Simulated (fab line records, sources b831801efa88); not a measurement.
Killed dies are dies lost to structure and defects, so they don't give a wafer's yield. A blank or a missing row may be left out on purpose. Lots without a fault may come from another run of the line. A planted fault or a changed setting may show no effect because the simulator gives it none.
Which tool did it? | flow gf180mcu | 13 lots, 39 wafers sampled, at 4 steps of a route of 602

WHAT THE GAUGES READ, wafer by wafer
The record holds no reading of a measuring or inspecting step that can be judged against a usual standard deviation.

WHICH TOOL RAN EACH LOT (tool, then ch and the chambers of the sampled wafers, then the start)
lot  | GF_V4_CVD_23                  | GF_V5_ETCH_17                                 | GF_TOP_METAL_SPUTTER_01      | GF_TOP_METAL_STRIP_18
L943 | cvd_w-02 ch 0,1, day 24 14:37 | rie_diel-02 ch 1,2,3, day 27 12:05 or earlier | pvd_sputter-04, day 27 12:05 | wet_bench-02 ch 0, day 28 08:15
L944 | cvd_w-02 ch 0,1, day 24 23:31 | rie_diel-01 ch 0,1, day 27 17:00 or earlier   | pvd_sputter-04, day 27 17:00 | wet_bench-03 ch 2, day 28 13:55
L945 | cvd_w-02 ch 0,1, day 25 12:01 | rie_diel-02 ch 0,1,3, day 28 05:47 or earlier | pvd_sputter-03, day 28 05:47 | wet_bench-04 ch 1, day 29 00:56
L946 | cvd_w-02 ch 0,1, day 25 21:46 | rie_diel-02 ch 0,1,3, day 28 15:33 or earlier | pvd_sputter-03, day 28 15:33 | wet_bench-04 ch 2, day 29 11:29
L948 | cvd_w-02 ch 0,1, day 26 18:44 | rie_diel-04 ch 0,1,3, day 29 09:54 or earlier | pvd_sputter-02, day 29 09:54 | wet_bench-02 ch 1, day 30 04:56
L952 | cvd_w-02 ch 0,1, day 27 19:34 | rie_diel-01 ch 1,2, day 30 09:56 or earlier   | pvd_sputter-02, day 30 09:56 | wet_bench-03 ch 1, day 31 03:59
L953 | cvd_w-01 ch 0,1, day 28 01:04 | rie_diel-04 ch 0,2,3, day 30 13:44 or earlier | pvd_sputter-03, day 30 13:44 | wet_bench-03 ch 0, day 31 08:29
L954 | cvd_w-01 ch 0,1, day 28 06:27 | rie_diel-02 ch 0,1, day 30 19:25 or earlier   | pvd_sputter-04, day 30 19:25 | wet_bench-02 ch 1, day 31 12:47
L955 | cvd_w-01 ch 0,1, day 28 09:36 | rie_diel-04 ch 1,2,3, day 30 22:58 or earlier | pvd_sputter-03, day 30 22:58 | wet_bench-02 ch 2, day 31 17:17
L963 | cvd_w-01 ch 0,1, day 30 18:54 | rie_diel-01 ch 1,2, day 33 02:13 or earlier   | pvd_sputter-04, day 33 02:13 | wet_bench-04 ch 0, day 33 18:24
L964 | cvd_w-01 ch 0, day 31 03:37   | rie_diel-04 ch 0,1,2, day 33 10:10 or earlier | pvd_sputter-03, day 33 10:10 | wet_bench-03 ch 3, day 34 01:35
L965 | cvd_w-02 ch 1, day 31 06:53   | rie_diel-02 ch 0,1,3, day 33 14:46 or earlier | pvd_sputter-02, day 33 14:46 | wet_bench-04 ch 2, day 34 06:14
L966 | cvd_w-02 ch 0,1, day 31 12:31 | rie_diel-01 ch 0,2,3, day 33 18:19 or earlier | pvd_sputter-03, day 33 18:19 | wet_bench-04 ch 2, day 34 09:50
- GF_V4_CVD_23: deposits W, target thk 350 nm, time 104.9 s.
- GF_V5_ETCH_17: etches SiO2 in C4F8/O2/Ar, stops on TiN, target depth 855 nm.
- GF_TOP_METAL_SPUTTER_01: material TiN, target thk 30 nm, time 25 s.
- GF_TOP_METAL_STRIP_18: strips in post etch residue remover, time 1200 s.

WHAT THE TOOLS THEMSELVES READ (means of the sampled wafers that have a number; where no wafer has one, the mark that the record gives instead)
GF_V4_CVD_23. Usual: heater_power_w 898 W, standard deviation 42.
lot  | tool     | heater_power_w (W) | flag
L943 | cvd_w-02 | 892                |
L944 | cvd_w-02 | 893                |
L945 | cvd_w-02 | 879                |
L946 | cvd_w-02 | 893                |
L948 | cvd_w-02 | 877                |
L952 | cvd_w-02 | 907                |
L953 | cvd_w-01 | 885                |
L954 | cvd_w-01 | 884                |
L955 | cvd_w-01 | 903                |
L963 | cvd_w-01 | 887                |
L964 | cvd_w-01 | 914                |
L965 | cvd_w-02 | 849                |
L966 | cvd_w-02 | 888                |

GF_V5_ETCH_17. Usual: oes_product_au 0.859 a.u., standard deviation 0.0043.
lot  | tool        | oes_product_au (a.u.) | flag
L943 | rie_diel-02 | 0.860                 |
L944 | rie_diel-01 | 0.858                 |
L945 | rie_diel-02 | 0.860                 |
L946 | rie_diel-02 | 0.860                 |
L948 | rie_diel-04 | 0.858                 |
L952 | rie_diel-01 | 0.856                 |
L953 | rie_diel-04 | 0.857                 |
L954 | rie_diel-02 | 0.856                 |
L955 | rie_diel-04 | 0.863                 |
L963 | rie_diel-01 | 0.856                 |
L964 | rie_diel-04 | 0.859                 |
L965 | rie_diel-02 | 0.859                 |
L966 | rie_diel-01 | 0.860                 |

GF_TOP_METAL_SPUTTER_01. Usual: throttle_valve_pct 29.9 %, standard deviation 0.71.
lot  | tool           | throttle_valve_pct (%) | flag
L943 | pvd_sputter-04 | 29.7                   |
L944 | pvd_sputter-04 | 29.4                   |
L945 | pvd_sputter-03 | 29.6                   |
L946 | pvd_sputter-03 | 29.9                   |
L948 | pvd_sputter-02 | 30.7                   |
L952 | pvd_sputter-02 | 29.6                   |
L953 | pvd_sputter-03 | 30.0                   |
L954 | pvd_sputter-04 | 29.5                   |
L955 | pvd_sputter-03 | 30.1                   |
L963 | pvd_sputter-04 | 29.5                   |
L964 | pvd_sputter-03 | 30.3                   |
L965 | pvd_sputter-02 | 30.7                   |
L966 | pvd_sputter-03 | 29.3                   |

GF_TOP_METAL_STRIP_18. Usual: bath_guard_temp_C 72.5 C, standard deviation 0.64; temp_c 72.51 C, standard deviation 0.13.
lot  | tool         | bath_guard_temp_C (C) | temp_c (C) | flag
L943 | wet_bench-02 | 72.0                  | 72.43      |
L944 | wet_bench-03 | 71.0                  | 72.48      |
L945 | wet_bench-04 | 72.6                  | 72.43      |
L946 | wet_bench-04 | 72.7                  | 72.58      |
L948 | wet_bench-02 | 72.5                  | 72.34      |
L952 | wet_bench-03 | 68.6                  | 68.36      | OFF
L953 | wet_bench-03 | 69.4                  | 68.45      | OFF
L954 | wet_bench-02 | 72.5                  | 72.47      |
L955 | wet_bench-02 | 72.3                  | 72.63      |
L963 | wet_bench-04 | 72.9                  | 72.61      |
L964 | wet_bench-03 | 72.8                  | 72.58      |
L965 | wet_bench-04 | 72.7                  | 72.37      |
L966 | wet_bench-04 | 72.6                  | 72.61      |

THE ANSWER, worked out from the rows above alone
Rule: a lot is off if the mean of its wafers that have a number lies more than 3 standard deviations from the usual mean. A lot without any number at a reading at which 4 lots or more have one is off too. The other lots that the step has rows for count as sound. The gauges are gone through in route order, then the tools' own readings, and for those a lot's mean is taken as printed above. The first step at which some lot is off is used, and at that step the reading that is off furthest; a lot without a number counts as furthest.
Off: L952, L953, at GF_TOP_METAL_STRIP_18 (temp_c).
A tool fits if, at that step or a process step before it, it ran every lot that is off, and no sound lot after the first of them. GF_V5_ETCH_17 gives no start for some lots, so the hours and the order of its lots are those of GF_TOP_METAL_SPUTTER_01. None of those tried fits.

WHAT THE SIMULATOR HAD PUT IN
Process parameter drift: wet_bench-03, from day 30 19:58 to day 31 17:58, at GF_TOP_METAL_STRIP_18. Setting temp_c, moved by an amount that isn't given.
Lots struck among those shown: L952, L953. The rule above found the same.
